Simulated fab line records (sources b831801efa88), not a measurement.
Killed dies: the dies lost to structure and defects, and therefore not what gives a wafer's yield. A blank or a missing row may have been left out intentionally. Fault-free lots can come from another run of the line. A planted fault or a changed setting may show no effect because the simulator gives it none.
Chamber matching + flow sky130 + cmp-01 running SKY_VIA1_CMP_02: 4 sister chambers
The step polishes SiO2. 14 wafers are shown with their chamber, then 7 later ones without.

WAFERS, EACH WITH ITS CHAMBER
| wafer  | chamber | motor-current-A (A) | edge-zone-pressure-frac |
|--------|---------|---------------------|-------------------------|
| L556.2 | 2       | 13.5                | 0.997                   |
| L556.3 | 1       | 12.8                | 1.001                   |
| L556.4 | 3       | 10.8                | 0.996                   |
| L557.2 | 0       | 10.8                | 0.999                   |
| L557.4 | 3       | 11.3                | 0.996                   |
| L557.5 | 0       | 11.1                | 0.998                   |
| L558.2 | 2       | 13.5                | 0.988                   |
| L558.3 | 3       | 10.8                | 0.992                   |
| L558.4 | 1       | 12.4                | 1.006                   |
| L560.2 | 3       | 11.4                | 0.994                   |
| L560.3 | 1       | 13.3                | 1.009                   |
| L560.4 | 0       | 11.2                | 1.000                   |
| L561.2 | 3       | 11.2                | 0.994                   |
| L561.3 | 2       | 13.9                | 1.001                   |

SIGNATURES, as means of the wafers listed above
| reading                 | chamber 0 | chamber 1 | chamber 2 | chamber 3 | scatter within a chamber |
|-------------------------|-----------|-----------|-----------|-----------|--------------------------|
| motor-current-A         | 11.033    | 12.833    | 13.633    | 11.100    | 0.303                    |
| edge-zone-pressure-frac | 0.99900   | 1.00533   | 0.99533   | 0.99440   | 0.00367                  |
Rule: a wafer lies at a distance from a chamber equal to the root of the sum of squares, over the readings, of (its reading less the chamber's mean, divided by the reading's scatter). The wafer belongs to the nearest chamber; if the next one is less than 2 further off, it can't be placed. The scatter is the square root of a quotient: the sum, over the shown wafers, of each reading's squared deviation from its chamber's mean, divided by wafers minus chambers.

WAFERS WITH NO CHAMBER GIVEN
| wafer  | motor-current-A (A) | edge-zone-pressure-frac |
|--------|---------------------|-------------------------|
| L561.5 | 13.3                | 0.992                   |
| L573.1 | 11.5                | 0.991                   |
| L573.2 | 12.0                | 1.004                   |
| L573.4 | 10.9                | 1.007                   |
| L574.1 | 12.2                | 1.007                   |
| L574.2 | 13.7                | 0.998                   |
| L574.3 | 10.6                | 0.997                   |

THE CHAMBER EACH PASSED THROUGH
| wafer  | from the rows above          | in truth                   |
|--------|------------------------------|----------------------------|
| L561.5 | 2                            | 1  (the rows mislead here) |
| L573.1 | can't be placed: 3 or 0      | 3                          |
| L573.2 | can't be placed: 1 or 0 or 3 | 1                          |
| L573.4 | can't be placed: 0 or 3      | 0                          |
| L574.1 | 1                            | 1                          |
| L574.2 | 2                            | 2                          |
| L574.3 | can't be placed: 0 or 3      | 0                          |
Correctly placed: 2 of 7. From these rows, 4 cannot be placed; in 4 the true chamber is one of the candidates. Placed wrongly: 1.
